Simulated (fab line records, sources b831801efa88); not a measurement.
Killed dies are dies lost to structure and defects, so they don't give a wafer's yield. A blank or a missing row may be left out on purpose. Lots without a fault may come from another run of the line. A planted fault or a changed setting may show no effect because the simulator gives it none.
fab line records | flow sky130
record lots=5 wafers=15 last_day=50
route steps=708 shown VIA3@575 METAL4@598 CAP2M@603
lots that met no fault: from a run of the same line without faults
start_h: hours from the record's first day to the start of the lot's first wafer shown | wait_h: hours since the lot's step before | " the same as in the row above | L1.1+2: a row that stands for several wafers | - no value, or no start given | * or withheld: withheld | < > ~ a bound
route shown NAME@n: a module of which the file shows steps, and the number in the route of the first | usual: mean/standard deviation of fault-free wafers | same: alike in all rows | chamber/n: place in a boat | sites: the reading at each site | _std_site: their standard deviation | _edge_site: outer sites' mean less inner sites' | radius_mm: how far each site lies from the wafer's centre | mask NAME#n: copy n | behind: the tool/chamber that last shaped the wafer | hold: why the lot was held/for how many hours/how that ended | device: the transistor (n, p or np) that didn't switch | end of line: the same wafers' tests at the end of the route | a step without rows: its recipe alone | killed: dies lost to structure and defects at the first sort, not the wafer's yield | map: a wafer's dies, x killed, . not, _ none there
set.NAME: the setting as run; set.NAME@STEP: as run at that earlier step | model.NAME: the simulator's own value behind a step, which no gauge read
lots at some steps of the route; a table a step, a row a wafer
services: from which hour (start_h, from the record's first day; less than 0 if before it) a tool's chamber was out of use, for how many hours, and why
## steps
# step SKY_VIA3_CMP_02
# recipe material=SiO2 down_force_psi=4 platen_rpm=60 pad_velocity_m_s=0.94248
# usual motor_current_A=12.2/1 slurry_filter_dp_kPa=13.53/0.13 slurry_flow_ml_min=150.0/0.48
# columns lot.wafer tool chamber start_h wait_h motor_current_A slurry_filter_dp_kPa slurry_flow_ml_min
L081.3 cmp-02 0 958.87 0.0 14.1 13.52 149.7
L081.2 " 2 " " 11.8 13.62 150.0
L081.5 " 0 " " 13.6 13.38 149.6
L087.2 cmp-01 1 999.91 0.1 12.1 13.68 149.9
L087.4 " 3 " " 12.4 13.55 149.7
L087.5 " 1 " " 11.9 13.51 149.7
L089.4 cmp-01 3 1011.20 0.3 11.4 13.36 150.2
L089.2 " 1 " " 11.9 13.65 150.1
L089.6 " 0 " " 12.2 13.52 150.8
L094.2 cmp-02 3 1046.17 0.0 11.1 13.67 150.1
L094.1 " 1 " " 13.7 13.70 150.0
L094.6 " 0 " " 14.2 13.67 150.0
L097.1 cmp-01 2 1067.12 0.1 13.3 13.36 150.1
L097.5 " 0 " " 11.6 13.61 148.8
L097.6 " 1 " " 11.7 13.57 150.3
# step SKY_VIA3_BOW_MEAS_03
# recipe mode=bow
# usual VIA3_BOW=78/8.1
# columns lot.wafer tool chamber start_h wait_h VIA3_BOW[um]
L081.2 film_metro-03 - 959.19 0.2 78
L081.3 " - " " 78
L081.5 " - " " 75
L087.2 film_metro-01 - 1000.18 0.2 84
L087.4 " - " " 85
L087.5 " - " " 84
L089.2 film_metro-03 - 1011.52 0.2 63
L089.4 " - " " 76
L089.6 " - " " 77
L094.1 film_metro-04 - 1046.47 0.1 69
L094.2 " - " " 61
L094.6 " - " " 83
L097.1 film_metro-01 - 1067.32 0.1 87
L097.5 " - " " 82
L097.6 " - " " 88
# step SKY_VIA3_DEHYDRATE_04
# recipe temp_c=200 time_s=60
# columns lot.wafer tool chamber start_h wait_h
L081.2+3+5 litho_track-01 0 971.30 12.1
L087.2+4+5 litho_track-04 0 1010.60 10.4
L089.2+4+6 litho_track-04 0 1022.65 11.1
L094.1+2+6 litho_track-02 0 1056.36 9.9
L097.1+5+6 litho_track-01 0 1076.42 9.1
# step SKY_VIA3_HMDS_05
# recipe prime_time_s=60 prime_temp_c=120
# columns lot.wafer tool chamber start_h wait_h
L081.2+3+5 litho_track-01 0 971.45 0.1
L087.2+4+5 litho_track-04 0 1010.75 0.1
L089.2+4+6 litho_track-04 0 1022.80 0.1
L094.1+2+6 litho_track-02 0 1056.51 0.1
L097.1+5+6 litho_track-01 0 1076.57 0.1
# step SKY_VIA3_COAT_06
# recipe resist=BARC temp_c=withheld time_s=withheld spin_rpm=3000 resist_thk_nm=60
# columns lot.wafer tool chamber start_h wait_h
L081.2+3+5 litho_track-01 0 971.60 0.1
L087.2+4+5 litho_track-04 0 1010.90 0.1
L089.2+4+6 litho_track-04 0 1022.95 0.1
L094.1+2+6 litho_track-02 0 1056.66 0.1
L097.1+5+6 litho_track-01 0 1076.72 0.1
# step SKY_VIA3_COAT_07
# recipe resist=KrF-thick spin_rpm=3000 resist_thk_nm=450
# columns lot.wafer tool chamber start_h wait_h
L081.2+3+5 litho_track-01 0 - -
L087.2+4+5 litho_track-04 0 - -
L089.2+4+6 litho_track-04 0 - -
L094.1+2+6 litho_track-02 0 - -
L097.1+5+6 litho_track-01 0 - -
# step SKY_VIA3_SOFTBAKE_08
# recipe temp_c=100 time_s=90 resist=KrF-thick
# columns lot.wafer tool chamber start_h wait_h
L081.2+3+5 litho_track-01 0 - -
L087.2+4+5 litho_track-04 0 - -
L089.2+4+6 litho_track-04 0 - -
L094.1+2+6 litho_track-02 0 - -
L097.1+5+6 litho_track-01 0 - -
# step SKY_VIA3_EXPOSE_09
# recipe mask_id=VIM3 na=0.8 source_shape=annular sigma_inner=0.55 sigma_outer=0.85 target_cd_nm=200 dose_mj=38
# columns lot.wafer tool chamber start_h wait_h mask
L081.2+3+5 krf_scanner-01 0 - - VIM3#0
L087.2+4+5 krf_scanner-01 0 - - VIM3#0
L089.2+4+6 krf_scanner-01 0 - - VIM3#0
L094.1+2+6 krf_scanner-01 0 - - VIM3#0
L097.1+5+6 krf_scanner-01 0 - - VIM3#0
# step SKY_VIA3_PEB_10
# recipe peb_temp_c=withheld peb_time_s=withheld resist=KrF-thick
# columns lot.wafer tool chamber start_h wait_h
L081.2+3+5 litho_track-02 0 - -
L087.2+4+5 litho_track-01 0 - -
L089.2+4+6 litho_track-01 0 - -
L094.1+2+6 litho_track-01 0 - -
L097.1+5+6 litho_track-01 0 - -
# step SKY_VIA3_DEVELOP_11
# recipe develop_time_s=60 resist=KrF-thick dev_temp_c=21
# columns lot.wafer tool chamber start_h wait_h
L081.2+3+5 litho_track-02 0 - -
L087.2+4+5 litho_track-01 0 - -
L089.2+4+6 litho_track-01 0 - -
L094.1+2+6 litho_track-01 0 - -
L097.1+5+6 litho_track-01 0 - -
# step SKY_VIA3_CD_MEAS_12
# recipe target_cd_nm=200
# usual cd_nm=200.4/1.5
# columns lot.wafer tool chamber start_h wait_h cd_nm
L081.2 cd_sem-02 - 982.73 - 199.8
L081.3 " - " " 199.0
L081.5 " - " " 198.1
L087.2 cd_sem-01 - 1022.79 - 198.6
L087.4 " - " " 198.9
L087.5 " - " " 197.8
L089.2 cd_sem-01 - 1034.69 - 199.2
L089.4 " - " " 200.5
L089.6 " - " " 199.2
L094.1 cd_sem-02 - 1067.97 - 200.6
L094.2 " - " " 200.8
L094.6 " - " " 201.2
L097.1 cd_sem-01 - 1088.12 - 201.9
L097.5 " - " " 200.3
L097.6 " - " " 200.7
# step SKY_VIA3_OVL_MEAS_13
# usual VIA3_OVL=0/4.4
# columns lot.wafer tool chamber start_h wait_h VIA3_OVL[nm]
L081.2 overlay-01 - 982.83 0.1 -3
L081.3 " - " " -2
L081.5 " - " " -3
L087.2 overlay-01 - 1022.90 0.1 -6
L087.4 " - " " -5
L087.5 " - " " -5
L089.2 overlay-01 - 1034.80 0.1 -2
L089.4 " - " " 0
L089.6 " - " " -4
L094.1 overlay-02 - 1068.09 0.1 0
L094.2 " - " " 0
L094.6 " - " " -2
L097.1 overlay-02 - 1088.24 0.1 1
L097.5 " - " " 0
L097.6 " - " " 3
# step SKY_VIA3_ETCH_14
# recipe chemistry=N2/H2 target=BARC ion_energy_ev=200 source_w=500 bias_w=100 pressure_mtorr=30 n2_flow_sccm=100 h2_flow_sccm=200 stop_on=SiO2 time_s=45.9 target_depth_a=600
# usual drypump_motor_current_A=5.6/0.42 h2_flow_sccm=200.0/0.63 oes_product_au=0.854/0.0048 throttle_valve_pct=13.225/0.0092
# columns lot.wafer tool chamber start_h wait_h drypump_motor_current_A h2_flow_sccm oes_product_au rf_hours_counter_h throttle_valve_pct
L081.2 rie_diel-03 2 982.86 0.0 6.2 200.0 0.861 18 13.230
L081.3 " 3 " " 5.6 199.5 0.854 14 13.231
L081.5 " 2 " " 6.2 201.1 0.855 - 13.222
L087.2 rie_diel-02 0 1022.93 0.0 5.1 200.7 0.845 13 13.222
L087.4 " 3 " " 5.9 198.6 0.861 5 13.235
L087.5 " 0 " " 5.1 200.5 0.854 - 13.230
L089.2 rie_diel-04 0 1034.83 0.0 5.1 200.3 0.860 13 13.230
L089.4 " 3 " " 6.3 199.9 0.847 11 13.210
L089.6 " 3 " " 6.3 199.4 0.853 - 13.221
L094.1 rie_diel-02 1 1068.13 0.0 5.5 200.3 0.857 17 13.223
L094.2 " 2 " " 5.3 199.8 0.862 26 13.214
L094.6 " 0 " " 5.1 200.3 0.857 - 13.232
L097.1 rie_diel-02 0 1088.28 0.0 5.1 199.6 0.848 16 13.209
L097.5 " 2 " " 5.3 199.0 0.851 - 13.225
L097.6 " 3 " " 5.9 200.5 0.854 - 13.220
# step SKY_VIA3_ETCH_15
# recipe target=SiO2 chemistry=C4F8/O2/Ar target_depth_nm=507 stop_on=TiN mask_material=KrF-thick source_w=1500 bias_w=1200 pressure_mtorr=40 c4f8_flow_sccm=withheld O2_flow_sccm=6 Ar_flow_sccm=300 time_s=78
# usual oes_product_au=0.946/0.0049
# columns lot.wafer tool chamber start_h wait_h oes_product_au rf_hours_counter_h
L081.2 rie_diel-03 2 982.91 0.0 0.940 18
L081.3 " 3 " " 0.948 14
L081.5 " 2 " " 0.941 -
L087.2 rie_diel-02 0 1022.97 0.0 0.940 13
L087.4 " 3 " " 0.949 5
L087.5 " 0 " " 0.947 -
L089.2 rie_diel-04 0 1034.87 0.0 0.943 13
L089.4 " 3 " " 0.945 11
L089.6 " 3 " " 0.957 -
L094.1 rie_diel-02 1 1068.17 0.0 0.947 17
L094.2 " 2 " " 0.945 27
L094.6 " 0 " " 0.952 -
L097.1 rie_diel-02 0 1088.32 0.0 0.954 16
L097.5 " 2 " " 0.947 -
L097.6 " 3 " " 0.945 -
# step SKY_VIA3_STRIP_16
# recipe chemistry=O2/N2 power_w=1400 pressure_mtorr=1500 platen_temp_c=withheld o2_flow_sccm=3000 n2_flow_sccm=300 overash_fraction=0.5
# usual drypump_motor_current_A=5.5/0.49 oes_product_au=0.402/0.0044 strip_time_to_endpoint_s=4.130/0.022
# columns lot.wafer tool chamber start_h wait_h drypump_motor_current_A oes_product_au rf_hours_counter_h strip_time_to_endpoint_s
L081.2 plasma_asher-03 1 982.97 0.0 5.3 0.400 112 4.132
L081.3 " 0 " " 5.5 0.414 - 4.123
L081.5 " 1 " " 5.4 0.400 - 4.142
L087.2 plasma_asher-03 1 1023.03 0.0 5.3 0.401 116 4.070
L087.4 " 0 " " 5.5 0.409 - 4.137
L087.5 " 0 " " 5.5 0.407 - 4.103
L089.2 plasma_asher-02 0 1034.93 0.0 6.3 0.407 60 4.149
L089.4 " 0 " " 6.3 0.405 - 4.149
L089.6 " 1 " " 5.6 0.399 - 4.136
L094.1 plasma_asher-04 0 1068.23 0.0 5.9 0.402 94 4.137
L094.2 " 1 " " 4.7 0.404 94 4.136
L094.6 " 1 " " 4.7 0.405 - 4.135
L097.1 plasma_asher-02 0 1088.38 0.0 6.3 0.404 65 4.108
L097.5 " 0 " " 6.3 0.405 - 4.136
L097.6 " 1 " " 5.6 0.402 - 4.164
# step SKY_VIA3_STRIP_17
# recipe chemistry=post_etch_residue_remover time_s=1200 temp_c=72.5
# columns lot.wafer tool chamber start_h wait_h
L081.2+3+5 wet_bench-04 3 983.07 0.1
L087.2+4+5 wet_bench-04 0 1023.13 0.1
L089.2+4+6 wet_bench-01 3 1035.03 0.1
L094.1+2+6 wet_bench-04 1 1068.33 0.1
L097.1+5+6 wet_bench-01 0 1088.48 0.1
# step SKY_VIA3_CLEAN_18
# recipe chemistry=IPA time_s=180 temp_c=25
# columns lot.wafer tool chamber start_h wait_h
L081.2+3+5 wet_bench-02 1 983.41 0.0
L087.2+4+5 wet_bench-01 2 1023.47 0.0
L089.2+4+6 wet_bench-02 1 1035.40 0.0
L094.1+2+6 wet_bench-02 0 1068.67 0.0
L097.1+5+6 wet_bench-02 3 1088.82 0.0
# step SKY_VIA3_CLEAN_19
# recipe chemistry=O3/DIW dry=n2_spin
# columns lot.wafer tool chamber start_h wait_h
L081.2+3+5 wet_bench-04 1 983.47 0.0
L087.2+4+5 wet_bench-02 2 1023.53 0.0
L089.2+4+6 wet_bench-01 1 1035.46 0.0
L094.1+2+6 wet_bench-01 0 1068.73 0.0
L097.1+5+6 wet_bench-01 3 1088.88 0.0
# step SKY_VIA3_SPUTTER_20
# recipe material=TiN target_thk_nm=20 chamber_pressure_pa=5 power_w=4000 time_s=80
# usual throttle_valve_pct=30.5/0.88
# columns lot.wafer tool chamber start_h wait_h throttle_valve_pct
L081.2 pvd_sputter-01 - 983.56 0.0 29.5
L081.3 " - " " 28.9
L081.5 " - " " 28.8
L087.2 pvd_sputter-03 - 1023.62 0.0 29.5
L087.4 " - " " 30.0
L087.5 " - " " 29.7
L089.2 pvd_sputter-02 - 1035.56 0.0 31.6
L089.4 " - " " 31.4
L089.6 " - " " 29.9
L094.1 pvd_sputter-02 - 1068.82 0.0 29.9
L094.2 " - " " 31.4
L094.6 " - " " 31.1
L097.1 pvd_sputter-03 - 1088.97 0.0 29.9
L097.5 " - " " 30.3
L097.6 " - " " 30.0
# step SKY_VIA3_CVD_21
# recipe material=W target_thk_nm=390 time_s=117.31 temp_c=400 pressure_torr=40
# usual heater_power_w=819/49
# columns lot.wafer tool chamber start_h wait_h heater_power_w
L081.2 cvd_w-01 0 983.63 0.0 745
L081.3 " 1 " " 786
L081.5 " 0 " " 762
L087.2 cvd_w-01 0 1023.68 0.0 795
L087.4 " 0 " " 778
L087.5 " 1 " " 802
L089.2 cvd_w-02 0 1035.62 0.0 856
L089.4 " 0 " " 873
L089.6 " 0 " " 840
L094.1 cvd_w-01 1 1068.88 0.0 775
L094.2 " 0 " " 789
L094.6 " 1 " " 795
L097.1 cvd_w-01 1 1089.04 0.0 779
L097.5 " 0 " " 798
L097.6 " 1 " " 789
# step SKY_VIA3_RS_MEAS_22
# recipe thk_meas_gauge=four-point-probe reads=W_of_VIA3_CVD_21+TiN_of_VIA3_SPUTTER_20
# usual VIA3_W_RS=0.296/0.0033
# columns lot.wafer tool chamber start_h wait_h VIA3_W_RS[ohm/sq]
L081.2 film_metro-01 - 983.77 0.1 0.297
L081.3 " - " " 0.295
L081.5 " - " " 0.299
L087.2 film_metro-04 - 1023.83 0.1 0.296
L087.4 " - " " 0.297
L087.5 " - " " 0.297
L089.2 film_metro-03 - 1035.77 0.1 0.295
L089.4 " - " " 0.299
L089.6 " - " " 0.294
L094.1 film_metro-01 - 1069.01 0.1 0.298
L094.2 " - " " 0.296
L094.6 " - " " 0.298
L097.1 film_metro-04 - 1089.16 0.1 0.298
L097.5 " - " " 0.300
L097.6 " - " " 0.297
# step SKY_VIA3_THK_MEAS_23
# recipe thk_meas_gauge=xrf reads=W_of_VIA3_CVD_21
# usual VIA3_W_THK=387/4.8
# columns lot.wafer tool chamber start_h wait_h VIA3_W_THK[nm]
L081.2 film_metro-01 - 983.88 0.1 388
L081.3 " - " " 387
L081.5 " - " " 382
L087.2 film_metro-04 - 1023.94 0.1 390
L087.4 " - " " 387
L087.5 " - " " 389
L089.2 film_metro-03 - 1035.88 0.1 383
L089.4 " - " " 378
L089.6 " - " " 384
L094.1 film_metro-01 - 1069.13 0.1 388
L094.2 " - " " 389
L094.6 " - " " 387
L097.1 film_metro-04 - 1089.28 0.1 388
L097.5 " - " " 382
L097.6 " - " " 385
# step SKY_VIA3_CMP_24
# recipe stop_on=SiO2 t_overpolish_s=20 down_force_psi=3.5 platen_rpm=60 target_thk_nm=0 pad_velocity_m_s=0.94248
# usual motor_current_A=11.2/0.92 overpolish_run_s=20.001/0.0091 slurry_filter_dp_kPa=13.50/0.14 slurry_flow_ml_min=149.9/0.47 time_to_endpoint_s=96/3.6
# columns lot.wafer tool chamber start_h wait_h motor_current_A overpolish_run_s slurry_filter_dp_kPa slurry_flow_ml_min time_to_endpoint_s
L081.3 cmp-01 1 983.93 0.0 10.7 20.026 13.20 149.9 100
L081.2 " 0 " " 11.5 19.992 13.56 149.9 97
L081.5 " 1 " " 10.5 20.005 13.40 149.7 100
L087.4 cmp-01 1 1024.09 0.1 10.2 19.993 13.58 150.5 103
L087.2 " 2 " " 12.3 20.004 13.43 150.5 99
L087.5 " 0 " " 10.9 20.007 13.38 149.5 97
L089.4 cmp-02 2 1036.03 0.1 10.4 20.007 13.37 149.4 94
L089.2 " 3 " " 9.7 19.999 13.62 149.7 101
L089.6 " 0 " " 12.8 19.997 13.50 150.2 90
L094.1 cmp-02 3 1069.19 0.1 10.5 20.001 13.42 150.1 101
L094.2 " 1 " " 11.0 19.995 13.58 149.5 100
L094.6 " 0 " " 13.4 19.999 13.55 149.1 92
L097.1 cmp-01 0 1089.34 0.1 11.1 20.014 13.40 149.9 90
L097.5 " 0 " " 11.1 20.002 13.61 150.2 95
L097.6 " 1 " " 10.6 20.006 13.82 150.6 97
# step SKY_METAL4_SPUTTER_00
# recipe material=Ti target_thk_nm=15 power_w=3000 time_s=10 chamber_pressure_pa=0.4
# usual throttle_valve_pct=29.8/1
# columns lot.wafer tool chamber start_h wait_h throttle_valve_pct
L081.2 pvd_sputter-03 - 984.23 0.1 30.4
L081.3 " - " " 30.5
L081.5 " - " " 30.1
L087.2 pvd_sputter-01 - 1024.29 0.1 29.2
L087.4 " - " " 31.6
L087.5 " - " " 31.2
L089.2 pvd_sputter-01 - 1036.23 0.1 31.2
L089.4 " - " " 29.7
L089.6 " - " " 28.7
L094.1 pvd_sputter-04 - 1069.49 0.2 29.6
L094.2 " - " " 27.9
L094.6 " - " " 29.5
L097.1 pvd_sputter-04 - 1089.64 0.2 29.4
L097.5 " - " " 27.8
L097.6 " - " " 29.3
# step SKY_METAL4_SPUTTER_01
# recipe material=TiN target_thk_nm=20 power_w=6500 time_s=16.7 chamber_pressure_pa=0.4
# usual throttle_valve_pct=29.8/0.99
# columns lot.wafer tool chamber start_h wait_h throttle_valve_pct
L081.2 pvd_sputter-03 - 984.25 0.0 30.3
L081.3 " - " " 30.1
L081.5 " - " " 30.5
L087.2 pvd_sputter-01 - 1024.31 0.0 29.4
L087.4 " - " " 31.5
L087.5 " - " " 30.8
L089.2 pvd_sputter-01 - 1036.25 0.0 31.1
L089.4 " - " " 29.7
L089.6 " - " " 28.8
L094.1 pvd_sputter-04 - 1069.51 0.0 29.5
L094.2 " - " " 27.8
L094.6 " - " " 29.7
L097.1 pvd_sputter-04 - 1089.66 0.0 29.7
L097.5 " - " " 27.8
L097.6 " - " " 29.4
# step SKY_METAL4_SPUTTER_02
# recipe material=AlCu target_thk_nm=735 power_w=10600 time_s=39.1 chamber_pressure_pa=0.4
# usual throttle_valve_pct=29.8/0.98
# columns lot.wafer tool chamber start_h wait_h throttle_valve_pct
L081.2 pvd_sputter-03 - 984.28 0.0 30.4
L081.3 " - " " 30.4
L081.5 " - " " 30.5
L087.2 pvd_sputter-01 - 1024.34 0.0 29.7
L087.4 " - " " 31.6
L087.5 " - " " 31.3
L089.2 pvd_sputter-01 - 1036.28 0.0 30.8
L089.4 " - " " 29.7
L089.6 " - " " 29.1
L094.1 pvd_sputter-04 - 1069.54 0.0 29.9
L094.2 " - " " 27.7
L094.6 " - " " 29.5
L097.1 pvd_sputter-04 - 1089.69 0.0 29.7
L097.5 " - " " 28.0
L097.6 " - " " 29.8
# step SKY_METAL4_SPUTTER_03
# recipe material=Ti target_thk_nm=5 power_w=3000 time_s=3.3 chamber_pressure_pa=0.4
# usual throttle_valve_pct=29.8/0.96
# columns lot.wafer tool chamber start_h wait_h throttle_valve_pct
L081.2 pvd_sputter-03 - 984.31 0.0 30.2
L081.3 " - " " 30.2
L081.5 " - " " 30.3
L087.2 pvd_sputter-01 - 1024.37 0.0 29.6
L087.4 " - " " 31.3
L087.5 " - " " 31.1
L089.2 pvd_sputter-01 - 1036.31 0.0 30.9
L089.4 " - " " 29.6
L089.6 " - " " 29.2
L094.1 pvd_sputter-04 - 1069.57 0.0 29.7
L094.2 " - " " 27.8
L094.6 " - " " 29.8
L097.1 pvd_sputter-04 - 1089.72 0.0 29.7
L097.5 " - " " 28.0
L097.6 " - " " 29.6
# step SKY_METAL4_SPUTTER_04
# recipe material=TiN target_thk_nm=70 power_w=6500 time_s=58.3 chamber_pressure_pa=0.4
# usual throttle_valve_pct=29.8/0.97
# columns lot.wafer tool chamber start_h wait_h throttle_valve_pct
L081.2 pvd_sputter-03 - 984.33 0.0 30.5
L081.3 " - " " 30.2
L081.5 " - " " 30.2
L087.2 pvd_sputter-01 - 1024.39 0.0 29.7
L087.4 " - " " 31.4
L087.5 " - " " 31.3
L089.2 pvd_sputter-01 - 1036.33 0.0 31.1
L089.4 " - " " 29.8
L089.6 " - " " 28.9
L094.1 pvd_sputter-04 - 1069.59 0.0 29.9
L094.2 " - " " 27.8
L094.6 " - " " 29.9
L097.1 pvd_sputter-04 - 1089.74 0.0 29.8
L097.5 " - " " 27.5
L097.6 " - " " 29.8
# step SKY_CAP2M_CVD_00
# recipe material=SiO2 target_thk_nm=15.5 temp_c=400 time_s=withheld rf_w=450
# usual heater_power_w=746/80
# columns lot.wafer tool chamber start_h wait_h heater_power_w
L081.2 pecvd-01 1 984.38 0.0 764
L081.3 " 2 " " 858
L081.5 " 1 " " 767
L087.2 pecvd-01 2 1024.44 0.0 799
L087.4 " 0 " " 868
L087.5 " 0 " " 858
L089.2 pecvd-01 0 1036.38 0.0 721
L089.4 " 1 " " 618
L089.6 " 2 " " 920
L094.1 pecvd-01 1 1069.64 0.0 611
L094.2 " 0 " " 839
L094.6 " 2 " " 942
L097.1 pecvd-03 1 1089.79 0.0 672
L097.5 " 0 " " 690
L097.6 " 2 " " 728
# step SKY_CAP2M_THK_MEAS_01
# recipe reads=SiO2_of_CAP2M_CVD_00
# usual CAP2M_CVD_00_THK=15.40/0.25
# columns lot.wafer tool chamber start_h wait_h CAP2M_CVD_00_THK[nm]
L081.2 film_metro-02 - 984.41 - 15.44
L081.3 " - " " 15.30
L081.5 " - " " 15.75
L087.2 film_metro-02 - 1024.48 - 15.15
L087.4 " - " " 15.51
L087.5 " - " " 15.60
L089.2 film_metro-02 - 1036.41 - 15.35
L089.4 " - " " 15.84
L089.6 " - " " 15.59
L094.1 film_metro-02 - 1069.66 - 15.50
L094.2 " - " " 15.45
L094.6 " - " " 15.70
L097.1 film_metro-04 - 1089.81 - 15.55
L097.5 " - " " 15.44
L097.6 " - " " 15.54
# step SKY_CAP2M_SPUTTER_02
# recipe material=TiN target_thk_nm=200 temp_c=300 power_w=6500 time_s=166.7 chamber_pressure_pa=0.4
# usual substrate_temp_c=300.01/0.18 throttle_valve_pct=30.5/1.1
# columns lot.wafer tool chamber start_h wait_h substrate_temp_c throttle_valve_pct
L081.2 pvd_sputter-02 - 984.46 0.0 300.07 30.2
L081.3 " - " " 299.84 31.0
L081.5 " - " " 299.86 31.2
L087.2 pvd_sputter-02 - 1024.53 0.0 299.96 30.1
L087.4 " - " " 300.44 31.3
L087.5 " - " " 300.11 30.3
L089.2 pvd_sputter-04 - 1036.46 0.0 299.92 29.7
L089.4 " - " " 300.09 27.7
L089.6 " - " " 300.22 29.6
L094.1 pvd_sputter-01 - 1069.72 0.1 299.90 29.8
L094.2 " - " " 300.15 31.1
L094.6 " - " " 300.03 31.6
L097.1 pvd_sputter-01 - 1089.87 0.1 299.93 29.0
L097.5 " - " " 299.92 28.8
L097.6 " - " " 300.15 29.3
# step SKY_CAP2M_RS_MEAS_03
# recipe thk_meas_gauge=four-point-probe reads=TiN_of_CAP2M_SPUTTER_02
# usual CAP2M_TIN_RS=6.91/0.083
# columns lot.wafer tool chamber start_h wait_h CAP2M_TIN_RS[ohm/sq]
L081.2 film_metro-01 - 984.59 0.1 7.10
L081.3 " - " " 7.08
L081.5 " - " " 7.04
L087.2 film_metro-02 - 1024.66 0.1 6.99
L087.4 " - " " 6.93
L087.5 " - " " 6.94
L089.2 film_metro-01 - 1036.59 0.1 6.90
L089.4 " - " " 6.88
L089.6 " - " " 6.80
L094.1 film_metro-04 - 1069.83 0.1 7.01
L094.2 " - " " 6.90
L094.6 " - " " 6.87
L097.1 film_metro-02 - 1089.98 0.1 6.87
L097.5 " - " " 6.86
L097.6 " - " " 6.97
# step SKY_CAP2M_THK_MEAS_04
# recipe thk_meas_gauge=xrf reads=TiN_of_CAP2M_SPUTTER_02
# usual CAP2M_TIN_THK=202.3/2.7
# columns lot.wafer tool chamber start_h wait_h CAP2M_TIN_THK[nm]
L081.2 film_metro-01 - 984.70 0.1 196.7
L081.3 " - " " 195.7
L081.5 " - " " 197.3
L087.2 film_metro-02 - 1024.77 0.1 199.6
L087.4 " - " " 201.3
L087.5 " - " " 201.3
L089.2 film_metro-01 - 1036.70 0.1 201.1
L089.4 " - " " 202.7
L089.6 " - " " 204.7
L094.1 film_metro-04 - 1069.95 0.1 198.0
L094.2 " - " " 199.9
L094.6 " - " " 200.6
L097.1 film_metro-02 - 1090.10 0.1 204.6
L097.5 " - " " 204.8
L097.6 " - " " 202.1
# step SKY_CAP2M_DEHYDRATE_05
# recipe temp_c=200 time_s=60
# columns lot.wafer tool chamber start_h wait_h
L081.2+3+5 litho_track-03 0 996.31 11.6
L087.2+4+5 litho_track-04 0 1035.20 10.4
L089.2+4+6 litho_track-04 0 1047.65 10.9
L094.1+2+6 litho_track-01 0 1079.37 9.4
L097.1+5+6 litho_track-01 0 1099.52 9.4
# step SKY_CAP2M_HMDS_06
# recipe prime_time_s=60 prime_temp_c=120
# columns lot.wafer tool chamber start_h wait_h
L081.2+3+5 litho_track-03 0 996.46 0.1
L087.2+4+5 litho_track-04 0 1035.35 0.1
L089.2+4+6 litho_track-04 0 1047.80 0.1
L094.1+2+6 litho_track-01 0 1079.52 0.1
L097.1+5+6 litho_track-01 0 1099.67 0.1
# step SKY_CAP2M_COAT_07
# recipe resist=NOVOLAK spin_rpm=3000 resist_thk_nm=1140
# columns lot.wafer tool chamber start_h wait_h
L081.2+3+5 litho_track-03 0 996.61 0.1
L087.2+4+5 litho_track-04 0 1035.50 0.1
L089.2+4+6 litho_track-04 0 1047.95 0.1
L094.1+2+6 litho_track-01 0 1079.67 0.1
L097.1+5+6 litho_track-01 0 1099.82 0.1
# step SKY_CAP2M_SOFTBAKE_08
# recipe temp_c=90 time_s=60 resist=NOVOLAK
# columns lot.wafer tool chamber start_h wait_h
L081.2+3+5 litho_track-03 0 996.76 0.1
L087.2+4+5 litho_track-04 0 1035.65 0.1
L089.2+4+6 litho_track-04 0 1048.10 0.1
L094.1+2+6 litho_track-01 0 1079.82 0.1
L097.1+5+6 litho_track-01 0 1099.97 0.1
# step SKY_CAP2M_EXPOSE_09
# recipe mask_id=CAP2M na=0.6 source_shape=conventional sigma_outer=0.6 polarization=unpolarized target_cd_nm=1000 dose_mj=159
# columns lot.wafer tool chamber start_h wait_h mask
L081.2+3+5 iline_stepper-02 0 - - CAP2M#0
L087.2+4+5 iline_stepper-02 0 - - CAP2M#0
L089.2+4+6 iline_stepper-02 0 - - CAP2M#0
L094.1+2+6 iline_stepper-01 0 - - CAP2M#0
L097.1+5+6 iline_stepper-01 0 - - CAP2M#0
# step SKY_CAP2M_PEB_10
# recipe temp_c=withheld time_s=* resist=NOVOLAK
# columns lot.wafer tool chamber start_h wait_h
L081.2+3+5 litho_track-04 0 - -
L087.2+4+5 litho_track-03 0 - -
L089.2+4+6 litho_track-01 0 - -
L094.1+2+6 litho_track-03 0 - -
L097.1+5+6 litho_track-03 0 - -
# step SKY_CAP2M_DEVELOP_11
# recipe resist=NOVOLAK developer=TMAH develop_time_s=60 dev_temp_c=23
# columns lot.wafer tool chamber start_h wait_h
L081.2+3+5 litho_track-04 0 1007.80 0.1
L087.2+4+5 litho_track-03 0 1047.26 0.1
L089.2+4+6 litho_track-01 0 1058.90 0.1
L094.1+2+6 litho_track-03 0 1090.13 0.1
L097.1+5+6 litho_track-03 0 1110.33 0.1
# step SKY_CAP2M_OVL_MEAS_12
# usual CAP2M_OVL=-1.4/1.6
# columns lot.wafer tool chamber start_h wait_h CAP2M_OVL[nm]
L081.2 overlay-01 - 1007.93 0.1 -0.6
L081.3 " - " " 0.3
L081.5 " - " " 0.1
L087.2 overlay-02 - 1047.39 0.1 -1.9
L087.4 " - " " 0.3
L087.5 " - " " -0.8
L089.2 overlay-02 - 1059.03 0.1 -0.4
L089.4 " - " " 0.9
L089.6 " - " " -0.6
L094.1 overlay-02 - 1090.28 0.1 -3.5
L094.2 " - " " -2.7
L094.6 " - " " -3.5
L097.1 overlay-01 - 1110.48 0.1 1.4
L097.5 " - " " -1.3
L097.6 " - " " 1.2
## services
# columns tool chamber start_h hours kind
cmp-02 - 938.89 0.2 repair
krf_scanner-01 - 943.29 1.0 pm
rie_diel-02 - 943.86 4.4 repair
cvd_w-01 1 950.40 5.5 repair
rie_diel-02 1 955.46 9.7 repair
pvd_sputter-04 - 955.68 3.5 repair
pecvd-01 - 958.33 0.8 pm
pvd_sputter-02 - 959.63 1.3 repair
wet_bench-01 - 962.26 4.4 pm
krf_scanner-01 - 962.65 0.4 repair
rie_diel-02 0 985.41 3.5 repair
pecvd-01 - 985.77 1.7 repair
rie_diel-02 - 990.60 1.5 repair
rie_diel-02 - 1003.04 15.6 pm
krf_scanner-01 - 1012.71 0.8 pm
krf_scanner-01 - 1033.49 4.4 pm
rie_diel-02 0 1052.24 3.3 repair
pvd_sputter-01 - 1053.21 12.4 repair
krf_scanner-01 - 1054.49 0.4 repair
rie_diel-02 3 1080.82 4.8 repair
cmp-01 - 1084.00 4.0 pm
cmp-01 - 1091.28 5.5 pm
pvd_sputter-03 - 1105.30 1.7 repair
krf_scanner-01 - 1107.84 1.3 pm
## key
fault none
